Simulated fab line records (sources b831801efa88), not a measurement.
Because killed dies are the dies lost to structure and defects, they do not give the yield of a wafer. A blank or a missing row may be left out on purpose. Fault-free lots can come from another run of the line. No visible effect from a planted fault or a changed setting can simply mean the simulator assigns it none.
Code-filled problem report in 8D (eight disciplines) form + flow sky130 + the parts of the form that need people (team, actions taken, sign-off) are left out

## 1. PROBLEM STATEMENT
Wafers without a fault read 36.90 s, standard deviation 0.14; strip time to endpoint s at SKY_NWELL_STRIP_25 reads a mean of 20.75 s on 6 wafers belonging to 2 lots. That is -99 or more standard deviations from the usual mean.
The step: strips in O2/N2.
First seen on wafer L633.1, day 9 00:35, on plasma asher-01. The record holds 42 wafers of 14 lots with a number at this step. The rule behind "out" and "out of limits": a value lying over 4 standard deviations away from the usual mean. All remaining wafers that have a number are taken as sound.

## 2. WHAT IT IS, WHAT IT ISN'T
| question                    | is                               | is not                                                                          |
|-----------------------------|----------------------------------|---------------------------------------------------------------------------------|
| which readings at this step | strip time to endpoint s         | drypump motor current A                                                         |
| which lots                  | L633, L635                       | L621, L624, L625, L626, L627, L628, L629, L631, L634, L636, L638, L642          |
| which wafers of those lots  | all that have a number           | -                                                                               |
| read on which tools         | plasma asher-01, plasma asher-04 | plasma asher-03                                                                 |
| when                        | from day 9 00:35                 | up to then (27 sound wafers); but 9 sound wafers of L636, L638, L642 came after |

## 3. SUSPECTS, AND WHAT RULES EACH OUT
Counting: a tool stays on the suspect list if, at a process step up to the reading, it processed all lots that are out and no sound lot following the first of them.
- litho track-01 at SKY_NWELL_COAT_18 (resist thk 3000 nm): kept. It processed each lot that is out, first L633 at day 8 13:42, and no sound lot thereafter; up to then, the last sound lot it processed was L634 at day 8 12:28.
After counting, what remains is litho track-01 at SKY_NWELL_COAT_18.

## 4. THE CAUSE (what the simulator had put in)
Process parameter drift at SKY_NWELL_COAT_18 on litho track-01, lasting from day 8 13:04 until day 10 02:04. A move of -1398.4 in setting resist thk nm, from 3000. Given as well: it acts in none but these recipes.
Only this tool survived the counting.

## 5. THE CHAIN OF EFFECTS, in route order
Each row: a reading where the mean over the struck wafers with a number is more than 3 standard deviations away from the usual. Scope: only readings with a usual standard deviation given in the record; hours: median across lots of the time from each lot's start at the first step in this table that gives one to its start at this step; sigmas: change in usual standard deviations.
| hours | step               | reading                  | usual   | on struck wafers | change | sigmas      |
|-------|--------------------|--------------------------|---------|------------------|--------|-------------|
| 0     | SKY_NWELL_STRIP_25 | strip time to endpoint s | 36.90 s | 20.75            | -16.15 | -99 or more |
Its process steps:
- SKY_NWELL_STRIP_25: strips in O2/N2.
Later steps that measure or inspect, where all struck wafers having a row at the step show a number for every such reading and not one has moved that far: SKY_LOCAL_INTERCONNECT_CD_MEAS_11.

## 6. WHAT WOULD HAVE CAUGHT IT SOONER
12 hours passed between the start of the fault at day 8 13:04 and the first reading out of limits in this record, taken at day 9 00:35.
Each of the lots that are out, 2 in all, had begun SKY_NWELL_COAT_18 on litho track-01 no later than day 9 00:35. Tool hold at that time: it would have spared none of them.
